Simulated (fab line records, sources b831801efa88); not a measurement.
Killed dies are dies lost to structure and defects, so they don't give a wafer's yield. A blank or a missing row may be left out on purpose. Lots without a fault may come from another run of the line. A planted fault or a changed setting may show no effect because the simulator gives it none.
Which tool did it? | flow sky130 | 12 lots, 36 wafers sampled, at 5 steps of a route of 708

WHAT THE GAUGES READ, wafer by wafer
SKY_METAL3_OVL_MEAS_14.
lot  | measured     | on         | METAL3_OVL (nm)
L075 | day 38 21:19 | overlay-02 | -8 -13 -10
L077 | day 39 16:53 | overlay-02 | -11 -11 -9
L079 | day 40 02:17 | overlay-01 | -3 -3 -4
L081 | day 40 15:22 | overlay-02 | -1 -10 0
L083 | day 41 05:56 | overlay-01 | -5 -16 -6
L085 | day 41 22:44 | overlay-02 | -15 -7 -11
L087 | day 42 12:14 | overlay-01 | -10 -5 -12
L089 | day 43 06:34 | overlay-01 | -2 -1 -4
L091 | day 43 18:38 | overlay-01 | -3 -10 -4
L093 | day 44 03:04 | overlay-01 | -5 -6 -8
L095 | day 44 15:02 | overlay-02 | -10 0 -3
L097 | day 45 13:55 | overlay-01 | -5 -1 0

WHICH TOOL RAN EACH LOT (tool, then ch and the chambers of the sampled wafers, then the start)
lot  | SKY_LDD_LDN_STRIP_12                 | SKY_LI_CONTACT_CVD_21         | SKY_METAL1_SPUTTER_03        | SKY_VIA1_ETCH_14
L075 | plasma_asher-03 ch 0,1, day 23 06:22 | cvd_w-02 ch 0,1, day 29 13:22 | pvd_sputter-01, day 32 00:11 | rie_diel-02 ch 1,2,3, day 34 07:41
L077 | plasma_asher-02 ch 0,1, day 23 22:31 | cvd_w-02 ch 0, day 30 09:45   | pvd_sputter-03, day 32 21:08 | rie_diel-04 ch 0,2, day 35 04:50
L079 | plasma_asher-02 ch 0,1, day 24 16:16 | cvd_w-02 ch 0,1, day 30 19:57 | pvd_sputter-03, day 33 06:31 | rie_diel-03 ch 0,1,3, day 35 14:14
L081 | plasma_asher-02 ch 0,1, day 25 10:43 | cvd_w-01 ch 0,1, day 31 12:52 | pvd_sputter-02, day 33 23:36 | rie_diel-03 ch 0,2,3, day 36 05:31
L083 | plasma_asher-04 ch 0,1, day 26 03:14 | cvd_w-02 ch 0,1, day 32 04:08 | pvd_sputter-02, day 34 13:14 | rie_diel-02 ch 1,2, day 36 19:23
L085 | plasma_asher-04 ch 0,1, day 26 21:37 | cvd_w-01 ch 0,1, day 32 21:48 | pvd_sputter-02, day 35 07:29 | rie_diel-03 ch 0,1,3, day 37 13:56
L087 | plasma_asher-03 ch 0,1, day 27 13:28 | cvd_w-02 ch 0,1, day 33 14:38 | pvd_sputter-02, day 35 23:32 | rie_diel-02 ch 0,2,3, day 38 05:14
L089 | plasma_asher-03 ch 0,1, day 28 11:22 | cvd_w-02 ch 0,1, day 34 09:56 | pvd_sputter-01, day 36 18:43 | rie_diel-03 ch 0,2, day 39 01:13
L091 | plasma_asher-04 ch 0,1, day 29 02:37 | cvd_w-02 ch 0,1, day 34 22:51 | pvd_sputter-02, day 37 07:53 | rie_diel-04 ch 0,1,3, day 39 12:20
L093 | plasma_asher-02 ch 0,1, day 29 11:28 | cvd_w-01 ch 0,1, day 35 09:38 | pvd_sputter-02, day 37 18:43 | rie_diel-04 ch 1,2,3, day 39 22:37
L095 | plasma_asher-04 ch 1, day 30 04:16   | cvd_w-02 ch 0,1, day 36 01:27 | pvd_sputter-01, day 38 09:53 | rie_diel-04 ch 2,3, day 40 12:44
L097 | plasma_asher-03 ch 0,1, day 31 08:25 | cvd_w-02 ch 0, day 37 04:13   | pvd_sputter-01, day 39 10:37 | rie_diel-04 ch 1,2, day 41 13:59
- SKY_LDD_LDN_STRIP_12: strips in O2/N2.
- SKY_LI_CONTACT_CVD_21: deposits W, target thk 400 nm, time 120.56 s.
- SKY_METAL1_SPUTTER_03: material Ti, target thk 5 nm, time 3.3 s.
- SKY_VIA1_ETCH_14: etches BARC in N2/H2, stops on SiO2, time 45.9 s, target depth 60 nm.

THE ANSWER, worked out from the rows above alone
Rule: what is usual is taken from the lots themselves. Put in order of their means at a reading, lots are off if they are a third of the lots or fewer, leave a main group of 4 or more, and stand apart from it by a gap of 3 or more times the standard deviation of the main group's means; of several such gaps the widest counts. A main group whose means are all the same, to the digits that the tables above print for the reading, isn't used. A lot without any number at a reading at which 4 lots or more have one is off too. The other lots that the step has rows for count as sound.
No lot is off at any reading shown: from this, nothing can be told.

WHAT THE SIMULATOR HAD PUT IN
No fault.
